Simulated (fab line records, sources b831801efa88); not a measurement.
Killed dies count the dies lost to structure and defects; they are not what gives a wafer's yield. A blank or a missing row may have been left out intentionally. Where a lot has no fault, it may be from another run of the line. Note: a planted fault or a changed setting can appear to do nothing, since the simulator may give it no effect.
Matching of chambers :: flow gf180mcu :: 4 sister chambers for GF_V4_CMP_26 on cmp-02
The step polishes, stops on SiO2, t overpolish 15 s, target thk 0 nm. 4 wafers are shown with their chamber, then 12 later ones without.

## EACH WAFER AND ITS CHAMBER
wafer: L086.3
chamber: 0
motor-current-A (A): 12.1

wafer: L090.1
chamber: 2
motor-current-A (A): 9.9

wafer: L090.2
chamber: 1
motor-current-A (A): 13.3

wafer: L090.3
chamber: 3
motor-current-A (A): 12.3

## WAFERS MISSING THEIR CHAMBER
wafer: L091.1
motor-current-A (A): 12.2

wafer: L091.5
motor-current-A (A): 13.6

wafer: L091.6
motor-current-A (A): 12.6

wafer: L093.3
motor-current-A (A): 12.4

wafer: L093.4
motor-current-A (A): 10.4

wafer: L093.6
motor-current-A (A): 10.1

wafer: L096.1
motor-current-A (A): 11.8

wafer: L096.2
motor-current-A (A): 12.2

wafer: L096.3
motor-current-A (A): 13.7

wafer: L097.3
motor-current-A (A): 13.3

wafer: L097.4
motor-current-A (A): 12.2

wafer: L097.5
motor-current-A (A): 12.2

## EACH ONE'S CHAMBER
wafer: L091.1
from the rows above: can't be placed: 0 or 3
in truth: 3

wafer: L091.5
from the rows above: 1
in truth: 1

wafer: L091.6
from the rows above: can't be placed: 3 or 0 or 1
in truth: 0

wafer: L093.3
from the rows above: can't be placed: 3 or 0
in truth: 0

wafer: L093.4
from the rows above: 2
in truth: 2

wafer: L093.6
from the rows above: 2
in truth: 2

wafer: L096.1
from the rows above: can't be placed: 0 or 3
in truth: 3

wafer: L096.2
from the rows above: can't be placed: 0 or 3
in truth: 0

wafer: L096.3
from the rows above: 1
in truth: 1

wafer: L097.3
from the rows above: 1
in truth: 1

wafer: L097.4
from the rows above: can't be placed: 0 or 3
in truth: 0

wafer: L097.5
from the rows above: can't be placed: 0 or 3
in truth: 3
5 of 12 placed correctly. Cannot be placed on the basis of these rows: 7; the candidates contain the true chamber in 7. Number placed wrongly: 0.
How it was worked out, from the rows above alone: a wafer's distance from a chamber is the root of the sum, over the readings, of the square of ((its reading less the chamber's mean) divided by the reading's scatter). The wafer belongs to the nearest chamber; if the next one is less than 2 further off, it can't be placed. Each chamber's mean is taken over the wafers shown for it. The scatter: root of mean squared gap, hidden wafer to nearest shown wafer, with one shown wafer a chamber.
